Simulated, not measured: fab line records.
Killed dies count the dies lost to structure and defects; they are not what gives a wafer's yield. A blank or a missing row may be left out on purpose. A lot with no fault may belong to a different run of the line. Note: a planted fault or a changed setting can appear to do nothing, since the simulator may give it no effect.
Code-filled problem report in 8D (eight disciplines) form / flow sky130 / the parts of the form that need people (team, actions taken, sign-off) are left out

== 1. PROBLEM STATEMENT ==
Wafers without a fault read 99.99 W, standard deviation 0.3; bias_w at SKY_METAL3_ETCH_16 reads a mean of 96.31 W on 6 wafers belonging to 2 lots. That is -12 standard deviations from the usual mean.
The step: etches BARC in N2/H2, stops on SiO2, time 88.2 s, target depth 60 nm.
The first sign was on wafer L632.3 at day 42 21:40, on rie_metal-01. The record holds 33 wafers of 11 lots with a number at this step. The rule behind "out" and "out of limits": a value lying over 4 standard deviations away from the usual mean. The rest of the wafers with a number are treated as sound.

== 2. WHAT THIS IS AND IS NOT ==
question=which readings at this step | is=bias_w | is not=drypump_motor_current_A, oes_product_au, throttle_valve_pct
question=which lots | is=L632, L637 | is not=L622, L624, L625, L626, L628, L629, L634, L635, L636
question=which wafers of those lots | is=all that have a number | is not=-
question=read on which tools | is=rie_metal-01 | is not=rie_metal-02, rie_metal-04
question=when | is=from day 42 21:40 | is not=up to then (18 sound wafers); but 9 sound wafers of L634, L635, L636 came after

== 3. THE SUSPECTS, EACH WITH WHAT RULES IT OUT ==
Counting: any tool at a process step up to the reading is kept as a suspect provided that every lot that is out went through it and no sound lot did after the first of them.
- rie_metal-01 at SKY_METAL3_ETCH_16 (etches BARC in N2/H2, stops on SiO2, time 88.2 s, target depth 60 nm): kept. It ran every lot that is out, first L632 (day 42 21:40), and no sound lot after that; its last sound lot up to then is L626 (day 41 03:59). Its own bias_w readings are out on those wafers.
Left after counting: rie_metal-01 at SKY_METAL3_ETCH_16.

== 4. THE CAUSE (what the simulator had put in) ==
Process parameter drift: rie_metal-01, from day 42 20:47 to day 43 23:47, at SKY_METAL3_ETCH_16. A move of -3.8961 in setting bias_w, from 100. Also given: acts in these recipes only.
After counting, this tool was the only one left.

== 5. THE CHAIN OF EFFECTS, in route order ==
One row per reading whose mean, taken over the struck wafers that have a number, lies over 3 standard deviations from the usual. Only readings for which the record gives a usual standard deviation are gone through. hours: the time from each lot's start at the first step in this table that gives one to its start at this step, as a median over the lots. sigmas: the change in usual standard deviations.
hours=0; step=SKY_METAL3_ETCH_16; reading=bias_w; usual=99.99 W; on struck wafers=96.31; change=-3.68; sigmas=-12
It contains these process steps:
- SKY_METAL3_ETCH_16: etches BARC in N2/H2, stops on SiO2, time 88.2 s, target depth 60 nm.

== 6. HOW IT WOULD HAVE BEEN CAUGHT EARLIER ==
In this record the first reading out of limits was taken at day 42 21:40, 1 hour after the fault began at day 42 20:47.
